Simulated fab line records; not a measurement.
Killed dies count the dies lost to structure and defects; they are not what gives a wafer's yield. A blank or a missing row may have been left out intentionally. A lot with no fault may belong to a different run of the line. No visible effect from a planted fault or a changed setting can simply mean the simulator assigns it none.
2 desks looking at one fault + flow sky130 + what lay behind the numbers comes last; until then each desk has only its own

== FROM THE METROLOGY DESK ==
Means of the sampled wafers that have a number, per lot and without regard to the tool the lot ran on: this is what the gauges read. If a lot's mean is further than 4 standard deviations from the usual mean, the lot is out of limits and carries the mark OUT (the distance appears in the brackets).
Columns: A = FIELD_ISO_OXIDATION_00_THK at SKY_FIELD_ISO_THK_MEAS_02, usual 11.88 nm; B = VT_ADJUST_HVTR_TW at SKY_VT_ADJUST_HVTR_TW_MEAS_11, usual 212.6; C = LDD_HVP_TW at SKY_LDD_HVP_TW_MEAS_10, usual 453
| lot  | first seen here | A     | B     | C   |
|------|-----------------|-------|-------|-----|
| L969 | day 1 12:58     | 11.83 | 213.2 | 455 |
| L971 | day 1 22:40     | 11.90 | 208.3 | 451 |
| L972 | day 2 07:01     | 11.77 | 208.0 | 450 |
| L973 | day 2 13:25     | 11.68 | 214.0 | 454 |
| L974 | day 2 13:25     | 11.91 | 214.2 | 452 |
| L975 | day 2 19:13     | 11.85 | 214.0 | 462 |
| L976 | day 2 23:38     | 11.86 | 215.0 | 453 |
| L978 | day 3 08:38     | 11.89 | 209.8 | 452 |
| L982 | day 4 05:04     | 11.87 | 214.5 | 451 |
| L983 | day 4 09:38     | 11.94 | 212.9 | 452 |
| L984 | day 4 14:50     | 11.65 | 215.1 | 452 |
| L988 | day 5 10:38     | 11.79 | 214.4 | 453 |
| L989 | day 5 16:07     | 11.87 | 213.2 | 451 |
| L991 | day 6 02:01     | 11.78 | 213.5 | 450 |
This desk's verdict: no lot among the 14 shows anything out of limits.

== DESK OF THE TOOL OWNER: implanter-04 ==
The tool's own readings at SKY_VT_ADJUST_HVTP_IMPLANT_09, given as means over the sampled wafers that have a number, one for each lot that went through this tool. If a lot's mean is further than 4 standard deviations from the usual mean, the lot is out of limits and carries the mark OUT (the distance appears in the brackets).
Columns: A = beam-energy-keV at SKY_VT_ADJUST_HVTP_IMPLANT_09, usual 150.00
| lot  | first seen here | A                        |
|------|-----------------|--------------------------|
| L974 | day 7 12:01     | 149.97                   |
| L976 | day 7 23:39     | 149.97                   |
| L978 | day 8 11:16     | 150.07                   |
| L982 | day 9 15:47     | 161.52 (+99 or more) OUT |
| L984 | day 10 02:13    | 161.47 (+99 or more) OUT |
This desk's finding: out of limits on L982, L984; first on L982, day 9 15:47 (beam-energy-keV at SKY_VT_ADJUST_HVTP_IMPLANT_09). L974, L976, L978 stayed within limits.

== TAKEN TOGETHER ==
On L982, L984, at day 9 15:47, an alarm was possible from the tool owner's desk.
The metrology desk saw nothing out of limits.
The metrology desk has L982, L984 on record, within its limits.
On implanter-04, each named lot ran SKY_VT_ADJUST_HVTP_IMPLANT_09.

== WHAT THE SIMULATOR HAD INSERTED ==
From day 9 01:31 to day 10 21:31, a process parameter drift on implanter-04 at SKY_VT_ADJUST_HVTP_IMPLANT_09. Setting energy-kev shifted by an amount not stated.
Shown lots that were struck: L982, L984.
Time in hours from fault onset to the first out-of-limits reading at each desk: the tool owner's desk, 14.
